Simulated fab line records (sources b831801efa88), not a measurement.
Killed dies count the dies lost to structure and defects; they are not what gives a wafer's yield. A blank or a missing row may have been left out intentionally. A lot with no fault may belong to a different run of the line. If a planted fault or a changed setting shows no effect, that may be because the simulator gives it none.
fab line records	flow gf180mcu
record: lots: 5	wafers: 23
route steps=602 shown HV_LDD@202 NSD@244 PSD@254
start_h: hours from the record's opening day to when the first of the lot's shown wafers began	wait_h: how many hours have passed since the lot's step before this one	" the same as in the row above	L1.1+2: one row covering several wafers at once	- no value, or no start was given	* or withheld: withheld	< > ~ a bound
route shown NAME@n: names a module that has steps shown in the file, with the first one's number in the route	usual: mean/standard deviation of fault-free wafers	same: alike in all rows	chamber/n: place in a boat	sites: the reading at each site	_std_site: the standard deviation of these	_edge_site: inner sites' mean taken away from outer sites' mean	radius_mm: how far each site lies from the wafer's centre	mask NAME#n: copy n	behind: the last tool/chamber to shape the wafer	hold: what put the lot on hold/how long, in hours/how the hold closed	device: the n, p or np transistor that did not switch	end of line: the route-end tests of the same wafers	a step given without rows: its recipe and nothing more	killed: dies that structure and defects cost at the first sort, which is not the same as the wafer's yield	map: a wafer's dies, marking killed ones x, the rest . and places with no die _
set.NAME: the run value of the setting; set.NAME@STEP: its run value at that earlier step	model.NAME: the simulator's own value behind a step, which no gauge read
lots where settings were altered on purpose, with a table for each step and a row for each wafer
== steps ==
step: GF_HV_LDD_COAT_26
recipe: resist: NOVOLAK	spin_rpm: 3000	resist_thk_nm: 1000
lot.wafer	tool	chamber	start_h	wait_h	set.resist_thk_nm	model.NOVOLAK_of_HV_LDD_COAT_26.thk_nm
L074.2	litho_track-02	0	242.83	0.1	1000	997.6
L074.3	"	0	"	"	1000	998.4
L074.4	"	0	"	"	1000	998.9
L074.5	"	0	"	"	946.6	943.9
L074.6	"	0	"	"	946.6	945
L078.1	litho_track-04	0	272.97	0.1	1049	1049
L078.2+4	"	0	"	"	1049	1050
L078.5	"	0	"	"	1000	999.8
L078.6	"	0	"	"	1000	997.8
L082.2	litho_track-04	0	300.00	0.1	1000	1004
L082.3	"	0	"	"	1000	1002
L082.4	"	0	"	"	1000	1003
L084.1	litho_track-02	0	325.10	0.1	1000	1000
L084.2	"	0	"	"	1000	998.7
L084.3	"	0	"	"	954.8	954.9
L084.4	"	0	"	"	954.8	954.1
L084.6	"	0	"	"	1000	996.7
L085.1	litho_track-03	0	336.04	0.1	954	952.1
L085.3	"	0	"	"	1000	1001
L085.4	"	0	"	"	1000	999.8
L085.5	"	0	"	"	954	954.2
L085.6	"	0	"	"	954	953.1
step: GF_HV_LDD_SOFTBAKE_27
recipe: temp_c: 90	time_s: 60	resist: NOVOLAK
step: GF_HV_LDD_EXPOSE_28
recipe: mask_id: Nplus_HV_AREA	target_cd_nm: 400	na: 0.6	source_shape: conventional	sigma_outer: 0.6	dose_mj: 140
step: GF_HV_LDD_PEB_29
recipe: temp_c: withheld	time_s: *	resist: NOVOLAK
step: GF_HV_LDD_DEVELOP_30
recipe: develop_time_s: 60	dev_temp_c: 23
step: GF_HV_LDD_CD_MEAS_31
recipe: target_cd_nm: 400
usual: cd_nm: 399.1/2.1
lot.wafer	tool	chamber	start_h	wait_h	set.resist_thk_nm@HV_LDD_COAT_26	cd_nm
L074.2	cd_sem-02	-	252.42	0.1	1000	402.6
L074.3	"	-	"	"	1000	404.3
L074.4	"	-	"	"	1000	402.5
L074.5	"	-	"	"	946.6	407.4
L074.6	"	-	"	"	946.6	407.5
L078.1	cd_sem-01	-	282.75	0.1	1049	395.0
L078.2	"	-	"	"	1049	396.5
L078.4	"	-	"	"	1049	394.3
L078.5	"	-	"	"	1000	401.1
L078.6	"	-	"	"	1000	401.1
L082.2	cd_sem-01	-	310.56	0.1	1000	400.6
L082.3	"	-	"	"	1000	398.4
L082.4	"	-	"	"	1000	399.2
L084.1	cd_sem-01	-	335.74	0.1	1000	398.2
L084.2	"	-	"	"	1000	398.6
L084.3	"	-	"	"	954.8	403.1
L084.4	"	-	"	"	954.8	402.8
L084.6	"	-	"	"	1000	398.0
L085.1	cd_sem-02	-	347.30	0.1	954	401.0
L085.3	"	-	"	"	1000	397.0
L085.4	"	-	"	"	1000	397.8
L085.5	"	-	"	"	954	402.1
L085.6	"	-	"	"	954	403.7
step: GF_HV_LDD_IMPLANT_35
recipe: species: P	energy_kev: 60	dose_cm2: 7.5e+12	tilt_deg: 30	rotation_deg: 180
lot.wafer	tool	chamber	start_h	wait_h	set.dose_cm2
L074.2+4+6	implanter-02	0	252.88	0.1	7.5e+12
L074.3+5	"	0	"	"	8.708e+12
L078.1+2+5	implanter-02	0	283.21	0.1	6.195e+12
L078.4+6	"	0	"	"	7.5e+12
L082.2+3+4	implanter-01	0	311.02	0.1	7.5e+12
L084.1+2+3+4+6	implanter-01	0	336.19	0.1	7.5e+12
L085.1+3+4+5+6	implanter-03	0	347.76	0.1	7.5e+12
step: GF_HV_LDD_IMPLANT_36
recipe: species: P	energy_kev: 60	dose_cm2: 7.061e+12	tilt_deg: 30	rotation_deg: 270
step: GF_HV_LDD_STRIP_37
recipe: chemistry: O2/N2	power_w: 1400	pressure_mtorr: 1500	platen_temp_c: 250	o2_flow_sccm: 3000	n2_flow_sccm: 300	overash_fraction: 0.5
usual: strip_time_to_endpoint_s: 12.618/0.021
lot.wafer	tool	chamber	start_h	wait_h	set.resist_thk_nm@HV_LDD_COAT_26	strip_time_to_endpoint_s
L074.2	plasma_asher-02	1	253.16	0.1	1000	12.612
L074.3	"	0	"	"	1000	12.618
L074.4	"	1	"	"	1000	12.621
L074.5	"	0	"	"	946.6	11.986
L074.6	"	1	"	"	946.6	11.987
L078.1	plasma_asher-02	1	283.51	0.1	1049	13.135
L078.2	"	0	"	"	1049	13.143
L078.4	"	1	"	"	1049	13.145
L078.5	"	0	"	"	1000	12.631
L078.6	"	1	"	"	1000	12.610
L082.2	plasma_asher-01	0	311.29	0.1	1000	12.673
L082.3	"	1	"	"	1000	12.641
L082.4	"	0	"	"	1000	12.628
L084.1	plasma_asher-03	1	336.49	0.1	1000	12.631
L084.2	"	0	"	"	1000	12.611
L084.3	"	1	"	"	954.8	12.102
L084.4	"	0	"	"	954.8	12.127
L084.6	"	1	"	"	1000	12.592
L085.1	plasma_asher-03	1	348.06	0.1	954	12.063
L085.3	"	0	"	"	1000	12.628
L085.4	"	1	"	"	1000	12.614
L085.5	"	0	"	"	954	12.107
L085.6	"	1	"	"	954	12.075
step: GF_HV_LDD_COAT_41
recipe: resist: NOVOLAK	spin_rpm: 3000	resist_thk_nm: 1000
lot.wafer	tool	chamber	start_h	wait_h	set.spin_rpm	model.NOVOLAK_of_HV_LDD_COAT_41.thk_nm
L074.2	litho_track-03	0	262.21	0.1	3216	967.1
L074.3	"	0	"	"	3000	998.8
L074.4	"	0	"	"	3000	997.9
L074.5	"	0	"	"	3000	999.1
L074.6	"	0	"	"	3216	967.5
L078.1+5	litho_track-03	0	293.49	0.1	2838	1028
L078.2	"	0	"	"	3000	1000
L078.4	"	0	"	"	3000	997.1
L078.6	"	0	"	"	3000	1002
L082.2	litho_track-02	0	321.58	0.1	3000	999.6
L082.3	"	0	"	"	3000	999.5
L082.4	"	0	"	"	3000	1003
L084.1	litho_track-04	0	347.42	0.1	3000	998.4
L084.2	"	0	"	"	3000	996.8
L084.3+4	"	0	"	"	3000	1000
L084.6	"	0	"	"	3000	999.7
L085.1	litho_track-03	0	358.54	0.1	2850	1024
L085.3	"	0	"	"	2850	1023
L085.4	"	0	"	"	3000	999.3
L085.5	"	0	"	"	3000	995.2
L085.6	"	0	"	"	2850	1026
step: GF_HV_LDD_SOFTBAKE_42
recipe: temp_c: 90	time_s: 60	resist: NOVOLAK
step: GF_HV_LDD_EXPOSE_43
recipe: mask_id: Pplus_HV_AREA	target_cd_nm: 400	na: 0.6	source_shape: conventional	sigma_outer: 0.6	dose_mj: 140
step: GF_HV_LDD_IMPLANT_48
recipe: species: B	energy_kev: 25	dose_cm2: 3e+13	tilt_deg: 7
step: GF_HV_LDD_STRIP_49
recipe: chemistry: O2/N2	power_w: 1400	pressure_mtorr: 1500	platen_temp_c: 250	o2_flow_sccm: 3000	n2_flow_sccm: 300	overash_fraction: 0.5
usual: strip_time_to_endpoint_s: 12.61/0.033
lot.wafer	tool	chamber	start_h	wait_h	set.spin_rpm@HV_LDD_COAT_41	strip_time_to_endpoint_s
L074.2	plasma_asher-01	1	272.79	0.1	3216	12.25
L074.3	"	1	"	"	3000	12.61
L074.4	"	0	"	"	3000	12.61
L074.5	"	1	"	"	3000	12.60
L074.6	"	0	"	"	3216	12.26
L078.1	plasma_asher-03	0	303.79	0.1	2838	12.89
L078.2	"	1	"	"	3000	12.63
L078.4	"	1	"	"	3000	12.62
L078.5	"	0	"	"	2838	12.90
L078.6	"	1	"	"	3000	12.65
L082.2	plasma_asher-01	0	332.31	0.1	3000	12.62
L082.3	"	1	"	"	3000	12.63
L082.4	"	0	"	"	3000	12.65
L084.1	plasma_asher-01	0	358.38	0.1	3000	12.60
L084.2	"	1	"	"	3000	12.59
L084.3	"	0	"	"	3000	12.63
L084.4	"	1	"	"	3000	12.63
L084.6	"	0	"	"	3000	12.63
L085.1	plasma_asher-01	1	370.36	0.1	2850	12.82
L085.3	"	0	"	"	2850	12.81
L085.4	"	1	"	"	3000	12.62
L085.5	"	0	"	"	3000	12.58
L085.6	"	1	"	"	2850	12.86
step: GF_HV_LDD_CLEAN_51
recipe: chemistry: SC1/SC2	mix: 1:4:20	temp_c: 70	time_s: 150	dry: n2_spin
step: GF_HV_LDD_RTA_52
recipe: temp_c: 1000	time_s: 10	ambient: N2
step: GF_HV_LDD_RS_MEAS_53
recipe: thk_meas_gauge: four-point-probe
usual: HV_LDD_RS: 427.0/0.89
lot.wafer	tool	chamber	start_h	wait_h	set.dose_cm2@HV_LDD_IMPLANT_35	HV_LDD_RS[ohm/sq]
L074.2	film_metro-01	-	273.09	0.1	7.5e+12	428.7
L074.3	"	-	"	"	8.708e+12	425.0
L074.4	"	-	"	"	7.5e+12	428.6
L074.5	"	-	"	"	8.708e+12	424.8
L074.6	"	-	"	"	7.5e+12	427.7
L078.1	film_metro-02	-	304.07	0.1	6.195e+12	431.8
L078.2	"	-	"	"	6.195e+12	431.8
L078.4	"	-	"	"	7.5e+12	427.8
L078.5	"	-	"	"	6.195e+12	431.4
L078.6	"	-	"	"	7.5e+12	428.0
L082.2	film_metro-02	-	332.61	0.1	7.5e+12	426.8
L082.3	"	-	"	"	7.5e+12	426.1
L082.4	"	-	"	"	7.5e+12	426.6
L084.1	film_metro-03	-	358.72	0.1	7.5e+12	425.8
L084.2	"	-	"	"	7.5e+12	425.8
L084.3	"	-	"	"	7.5e+12	426.5
L084.4	"	-	"	"	7.5e+12	426.2
L084.6	"	-	"	"	7.5e+12	426.1
L085.1	film_metro-02	-	370.63	0.1	7.5e+12	427.9
L085.3	"	-	"	"	7.5e+12	426.6
L085.4	"	-	"	"	7.5e+12	427.1
L085.5	"	-	"	"	7.5e+12	427.0
L085.6	"	-	"	"	7.5e+12	427.4
step: GF_HV_LDD_CVD_54
recipe: material: SiO2	target_thk_nm: 10	precursor: TEOS	temp_c: 680	time_s: 75	pressure_mtorr: 400
lot.wafer	tool	chamber	start_h	wait_h	set.target_thk_nm	model.SiO2_of_HV_LDD_CVD_54.thk_nm
L074.2	-	-	-	0.1	10	9.86
L074.3	"	-	"	"	10	9.891
L074.4	"	-	"	"	10	9.782
L074.5	"	-	"	"	10	9.846
L074.6	"	-	"	"	10	9.82
L078.1	-	-	-	0.1	9.347	9.442
L078.2	"	-	"	"	9.347	9.475
L078.4	"	-	"	"	9.347	9.526
L078.5	"	-	"	"	9.347	9.486
L078.6	"	-	"	"	9.347	9.372
L082.2	lpcvd-02	1	332.71	0.1	10	10.14
L082.3	"	1	"	"	10	10.11
L082.4	"	1	"	"	10	10.16
L084.1	-	-	-	0.1	9.302	9.399
L084.2	"	-	"	"	9.302	9.443
L084.3	"	-	"	"	9.302	9.484
L084.4	"	-	"	"	9.302	9.331
L084.6	"	-	"	"	9.302	9.341
L085.1+3	-	-	-	0.1	10	10.05
L085.4	"	-	"	"	10	10.18
L085.5	"	-	"	"	10	10.06
L085.6	"	-	"	"	10	10.12
step: GF_NSD_IMPLANT_09
recipe: species: As	energy_kev: 60	dose_cm2: 4e+15	tilt_deg: 7
lot.wafer	tool	chamber	start_h	wait_h	set.energy_kev	model.implant.rp_nm	model.implant.drp_nm
L074.2+4	implanter-01	0	295.68	0.0	64.97	39.35	17.16
L074.3+5+6	"	0	"	"	60	36.8	16.15
L078.1+2	implanter-02	0	327.10	0.0	54.67	34.95	15.04
L078.4+5+6	"	0	"	"	60	37.74	16.15
L082.2+3+4	implanter-02	0	357.58	0.0	60	37.56	16.15
L084.1+2+4	implanter-04	0	384.31	0.0	63.42	39.04	16.85
L084.3+6	"	0	"	"	60	37.27	16.15
L085.1+4+5	implanter-02	0	395.96	0.0	60	36.74	16.15
L085.3+6	"	0	"	"	62.05	37.78	16.57
step: GF_NSD_IMPLANT_10
recipe: species: P	energy_kev: 40	dose_cm2: 5e+14	tilt_deg: 7
step: GF_NSD_STRIP_11
recipe: chemistry: O2/N2	power_w: 1400	pressure_mtorr: 1500	platen_temp_c: 250	o2_flow_sccm: 3000	n2_flow_sccm: 300	overash_fraction: 0.5
usual: strip_time_to_endpoint_s: 22.77/0.042
lot.wafer	tool	chamber	start_h	wait_h	set.energy_kev@NSD_IMPLANT_09	strip_time_to_endpoint_s
L074.2	plasma_asher-01	1	295.96	0.1	64.97	23.41
L074.3	"	0	"	"	60	22.75
L074.4	"	1	"	"	64.97	23.41
L074.5	"	1	"	"	60	22.75
L074.6	"	0	"	"	60	22.78
L078.1	plasma_asher-02	0	327.40	0.1	54.67	22.05
L078.2	"	1	"	"	54.67	22.02
L078.4	"	0	"	"	60	22.78
L078.5	"	0	"	"	60	22.77
L078.6	"	1	"	"	60	22.73
L082.2	plasma_asher-04	0	357.86	0.1	60	22.85
L082.3	"	1	"	"	60	22.85
L082.4	"	0	"	"	60	22.85
L084.1	plasma_asher-04	0	384.61	0.1	63.42	23.25
L084.2	"	1	"	"	63.42	23.25
L084.3	"	0	"	"	60	22.78
L084.4	"	1	"	"	63.42	23.23
L084.6	"	1	"	"	60	22.75
L085.1	plasma_asher-04	0	396.26	0.1	60	22.74
L085.3	"	1	"	"	62.05	23.00
L085.4	"	0	"	"	60	22.72
L085.5	"	1	"	"	60	22.77
L085.6	"	0	"	"	62.05	23.02
step: GF_NSD_TW_MEAS_12
usual: NSD_TW: 4253/36
lot.wafer	tool	chamber	start_h	wait_h	set.energy_kev@NSD_IMPLANT_09	NSD_TW
L074.2	film_metro-03	-	296.07	0.1	64.97	4318
L074.3	"	-	"	"	60	4211
L074.4	"	-	"	"	64.97	4301
L074.5	"	-	"	"	60	4239
L074.6	"	-	"	"	60	4234
L078.1	film_metro-04	-	327.50	0.1	54.67	4230
L078.2	"	-	"	"	54.67	4192
L078.4	"	-	"	"	60	4292
L078.5	"	-	"	"	60	4316
L078.6	"	-	"	"	60	4320
L082.2	film_metro-03	-	357.97	0.1	60	4236
L082.3	"	-	"	"	60	4218
L082.4	"	-	"	"	60	4205
L084.1	film_metro-04	-	384.71	0.1	63.42	4316
L084.2	"	-	"	"	63.42	4308
L084.3	"	-	"	"	60	4275
L084.4	"	-	"	"	63.42	4321
L084.6	"	-	"	"	60	4278
L085.1	film_metro-04	-	396.36	0.1	60	4265
L085.3	"	-	"	"	62.05	4294
L085.4	"	-	"	"	60	4273
L085.5	"	-	"	"	60	4263
L085.6	"	-	"	"	62.05	4261
step: GF_PSD_DEVELOP_06
recipe: develop_time_s: 60	dev_temp_c: 23
lot.wafer	tool	chamber	start_h	wait_h	set.dev_temp_c
L074.2+5+6	litho_track-01	0	316.27	0.1	25.69
L074.3+4	"	0	"	"	23
L078.1+4+6	litho_track-03	0	348.74	0.1	21.29
L078.2+5	"	0	"	"	23
L082.2+3+4	litho_track-01	0	379.76	0.1	23
L084.1+3+6	litho_track-04	0	407.72	0.1	20.83
L084.2+4	"	0	"	"	23
L085.1+3	litho_track-04	0	419.27	0.1	23
L085.4+5+6	"	0	"	"	21.89
step: GF_PSD_CD_MEAS_07
recipe: target_cd_nm: 400
usual: cd_nm: 400.7/2.3
lot.wafer	tool	chamber	start_h	wait_h	set.dev_temp_c@PSD_DEVELOP_06	cd_nm
L074.2	cd_sem-02	-	316.41	0.1	25.69	388.7
L074.3	"	-	"	"	23	399.3
L074.4	"	-	"	"	23	397.8
L074.5	"	-	"	"	25.69	386.7
L074.6	"	-	"	"	25.69	388.3
L078.1	cd_sem-02	-	348.89	0.1	21.29	409.7
L078.2	"	-	"	"	23	405.1
L078.4	"	-	"	"	21.29	407.9
L078.5	"	-	"	"	23	402.5
L078.6	"	-	"	"	21.29	410.1
L082.2	cd_sem-02	-	379.91	0.1	23	397.6
L082.3	"	-	"	"	23	401.8
L082.4	"	-	"	"	23	400.1
L084.1	cd_sem-01	-	407.87	0.1	20.83	408.8
L084.2	"	-	"	"	23	401.2
L084.3	"	-	"	"	20.83	408.8
L084.4	"	-	"	"	23	401.5
L084.6	"	-	"	"	20.83	409.2
L085.1	cd_sem-02	-	419.42	0.1	23	401.8
L085.3	"	-	"	"	23	399.5
L085.4	"	-	"	"	21.89	405.5
L085.5	"	-	"	"	21.89	407.1
L085.6	"	-	"	"	21.89	404.5
step: GF_PSD_IMPLANT_09
recipe: species: BF2	energy_kev: 40	dose_cm2: 1.5e+15	tilt_deg: 7
lot.wafer	tool	chamber	start_h	wait_h	set.dose_cm2
L074.2+5	implanter-01	0	316.57	0.0	1.5e+15
L074.3+4+6	"	0	"	"	1.338e+15
L078.1+2+4+5+6	implanter-01	0	349.04	0.0	1.5e+15
L082.2+3+4	implanter-04	0	380.07	0.0	1.5e+15
L084.1+2+3+4+6	implanter-03	0	408.03	0.0	1.5e+15
L085.1+4	implanter-04	0	419.58	0.0	1.5e+15
L085.3+5+6	"	0	"	"	1.658e+15
step: GF_PSD_STRIP_10
recipe: chemistry: O2/N2	power_w: 1400	pressure_mtorr: 1500	platen_temp_c: 250	o2_flow_sccm: 3000	n2_flow_sccm: 300	overash_fraction: 0.5
usual: strip_time_to_endpoint_s: 16.51/0.033
lot.wafer	tool	chamber	start_h	wait_h	set.dose_cm2@PSD_IMPLANT_09	strip_time_to_endpoint_s
L074.2	plasma_asher-03	1	316.70	0.1	1.5e+15	16.50
L074.3	"	1	"	"	1.338e+15	16.12
L074.4	"	0	"	"	1.338e+15	16.13
L074.5	"	1	"	"	1.5e+15	16.49
L074.6	"	0	"	"	1.338e+15	16.12
L078.1	plasma_asher-03	0	349.19	0.1	1.5e+15	16.49
L078.2	"	1	"	"	1.5e+15	16.47
L078.4	"	0	"	"	1.5e+15	16.51
L078.5	"	1	"	"	1.5e+15	16.50
L078.6	"	0	"	"	1.5e+15	16.43
L082.2	plasma_asher-03	1	380.19	0.1	1.5e+15	16.52
L082.3	"	1	"	"	1.5e+15	16.50
L082.4	"	0	"	"	1.5e+15	16.48
L084.1	plasma_asher-03	1	408.18	0.1	1.5e+15	16.53
L084.2	"	0	"	"	1.5e+15	16.55
L084.3	"	1	"	"	1.5e+15	16.53
L084.4	"	0	"	"	1.5e+15	16.56
L084.6	"	0	"	"	1.5e+15	16.51
L085.1	plasma_asher-03	1	419.73	0.1	1.5e+15	16.52
L085.3	"	1	"	"	1.658e+15	16.84
L085.4	"	0	"	"	1.5e+15	16.47
L085.5	"	0	"	"	1.658e+15	16.81
L085.6	"	1	"	"	1.658e+15	16.83
step: GF_PSD_TW_MEAS_11
usual: PSD_TW: 3177/31
lot.wafer	tool	chamber	start_h	wait_h	set.dose_cm2@PSD_IMPLANT_09	PSD_TW
L074.2	film_metro-03	-	316.81	0.1	1.5e+15	3169
L074.3	"	-	"	"	1.338e+15	3093
L074.4	"	-	"	"	1.338e+15	3086
L074.5	"	-	"	"	1.5e+15	3176
L074.6	"	-	"	"	1.338e+15	3086
L078.1	film_metro-03	-	349.29	0.1	1.5e+15	3171
L078.2	"	-	"	"	1.5e+15	3156
L078.4	"	-	"	"	1.5e+15	3174
L078.5	"	-	"	"	1.5e+15	3153
L078.6	"	-	"	"	1.5e+15	3178
L082.2	film_metro-03	-	380.30	0.1	1.5e+15	3128
L082.3	"	-	"	"	1.5e+15	3132
L082.4	"	-	"	"	1.5e+15	3142
L084.1	film_metro-02	-	408.28	0.1	1.5e+15	3164
L084.2	"	-	"	"	1.5e+15	3144
L084.3	"	-	"	"	1.5e+15	3139
L084.4	"	-	"	"	1.5e+15	3168
L084.6	"	-	"	"	1.5e+15	3162
L085.1	film_metro-04	-	419.83	0.1	1.5e+15	3213
L085.3	"	-	"	"	1.658e+15	3271
L085.4	"	-	"	"	1.5e+15	3197
L085.5	"	-	"	"	1.658e+15	3290
L085.6	"	-	"	"	1.658e+15	3289
step: GF_PSD_CLEAN_12
recipe: chemistry: SC1/SC2	mix: 1:4:20	temp_c: 70	time_s: 150	dry: n2_spin
step: GF_PSD_RTA_13
recipe: temp_c: 1025	time_s: 20	ambient: N2
step: GF_PSD_RS_MEAS_14
recipe: thk_meas_gauge: four-point-probe
usual: NSD_RS: 46.06/0.081
lot.wafer	tool	chamber	start_h	wait_h	set.energy_kev@NSD_IMPLANT_09	NSD_RS[ohm/sq]
L074.2	film_metro-04	-	317.02	0.1	64.97	44.66
L074.3	"	-	"	"	60	46.04
L074.4	"	-	"	"	64.97	44.66
L074.5	"	-	"	"	60	46.18
L074.6	"	-	"	"	60	46.04
L078.1	film_metro-04	-	349.49	0.1	54.67	47.62
L078.2	"	-	"	"	54.67	47.55
L078.4	"	-	"	"	60	46.04
L078.5	"	-	"	"	60	45.98
L078.6	"	-	"	"	60	46.00
L082.2	film_metro-02	-	380.51	0.1	60	46.07
L082.3	"	-	"	"	60	46.01
L082.4	"	-	"	"	60	46.05
L084.1	film_metro-04	-	408.47	0.1	63.42	45.09
L084.2	"	-	"	"	63.42	45.12
L084.3	"	-	"	"	60	46.06
L084.4	"	-	"	"	63.42	45.01
L084.6	"	-	"	"	60	46.12
L085.1	film_metro-02	-	420.02	0.1	60	45.95
L085.3	"	-	"	"	62.05	45.50
L085.4	"	-	"	"	60	46.10
L085.5	"	-	"	"	60	46.01
L085.6	"	-	"	"	62.05	45.39
step: GF_PSD_RS_MEAS_15
recipe: thk_meas_gauge: four-point-probe
usual: PSD_RS: 108.4/0.33
lot.wafer	tool	chamber	start_h	wait_h	set.dose_cm2@PSD_IMPLANT_09	PSD_RS[ohm/sq]
L074.2	film_metro-04	-	317.14	0.1	1.5e+15	108.5
L074.3	"	-	"	"	1.338e+15	112.9
L074.4	"	-	"	"	1.338e+15	113.1
L074.5	"	-	"	"	1.5e+15	108.2
L074.6	"	-	"	"	1.338e+15	113.1
L078.1	film_metro-04	-	349.61	0.1	1.5e+15	108.0
L078.2	"	-	"	"	1.5e+15	107.9
L078.4	"	-	"	"	1.5e+15	108.2
L078.5	"	-	"	"	1.5e+15	108.1
L078.6	"	-	"	"	1.5e+15	108.2
L082.2	film_metro-02	-	380.63	0.1	1.5e+15	108.7
L082.3	"	-	"	"	1.5e+15	108.5
L082.4	"	-	"	"	1.5e+15	108.6
L084.1	film_metro-04	-	408.59	0.1	1.5e+15	108.2
L084.2	"	-	"	"	1.5e+15	108.2
L084.3	"	-	"	"	1.5e+15	108.4
L084.4	"	-	"	"	1.5e+15	108.1
L084.6	"	-	"	"	1.5e+15	108.5
L085.1	film_metro-02	-	420.14	0.1	1.5e+15	107.7
L085.3	"	-	"	"	1.658e+15	106.2
L085.4	"	-	"	"	1.5e+15	108.4
L085.5	"	-	"	"	1.658e+15	106.1
L085.6	"	-	"	"	1.658e+15	105.9
== key ==
split: step: GF_HV_LDD_COAT_26	setting: resist_thk_nm	stated: 1000	by: wafer
response: step: GF_HV_LDD_COAT_26	reading: model.NOVOLAK_of_HV_LDD_COAT_26.thk_nm	change: +10.1	per: 1%	r: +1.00
response: step: GF_HV_LDD_CD_MEAS_31	reading: cd_nm	change: -1.01	per: 1%	r: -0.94
response: step: GF_HV_LDD_STRIP_37	reading: strip_time_to_endpoint_s	change: *	per: 1%	r: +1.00
split: step: GF_HV_LDD_IMPLANT_35	setting: dose_cm2	stated: 7.5e+12	by: wafer
response: step: GF_HV_LDD_RS_MEAS_53	reading: HV_LDD_RS	change: -0.214	per: 1%	r: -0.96
split: step: GF_HV_LDD_COAT_41	setting: spin_rpm	stated: 3000	by: wafer
response: step: GF_HV_LDD_COAT_41	reading: model.NOVOLAK_of_HV_LDD_COAT_41.thk_nm	change: -4.85	per: 1%	r: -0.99
response: step: GF_HV_LDD_STRIP_49	reading: strip_time_to_endpoint_s	change: *	per: 1%	r: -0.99
split: step: GF_HV_LDD_CVD_54	setting: target_thk_nm	stated: 10	by: lot
response: step: GF_HV_LDD_CVD_54	reading: model.SiO2_of_HV_LDD_CVD_54.thk_nm	change: +0.0854	per: 1%	r: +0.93
split: step: GF_NSD_IMPLANT_09	setting: energy_kev	stated: 60	by: wafer
response: step: GF_NSD_IMPLANT_09	reading: model.implant.rp_nm	change: +0.311	per: 1%	r: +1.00
response: step: GF_NSD_IMPLANT_09	reading: model.implant.drp_nm	change: +0.123	per: 1%	r: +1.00
response: step: GF_NSD_STRIP_11	reading: strip_time_to_endpoint_s	change: *	per: 1%	r: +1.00
response: step: GF_NSD_TW_MEAS_12	reading: NSD_TW	change: +9.41	per: 1%	r: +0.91
response: step: GF_PSD_RS_MEAS_14	reading: NSD_RS	change: -0.175	per: 1%	r: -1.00
split: step: GF_PSD_DEVELOP_06	setting: dev_temp_c	stated: 23	by: wafer
response: step: GF_PSD_CD_MEAS_07	reading: cd_nm	change: -0.858	per: 1%	r: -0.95
split: step: GF_PSD_IMPLANT_09	setting: dose_cm2	stated: 1.5e+15	by: wafer
response: step: GF_PSD_STRIP_10	reading: strip_time_to_endpoint_s	change: *	per: 1%	r: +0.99
response: step: GF_PSD_TW_MEAS_11	reading: PSD_TW	change: +7.59	per: 1%	r: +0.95
response: step: GF_PSD_RS_MEAS_15	reading: PSD_RS	change: -0.313	per: 1%	r: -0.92
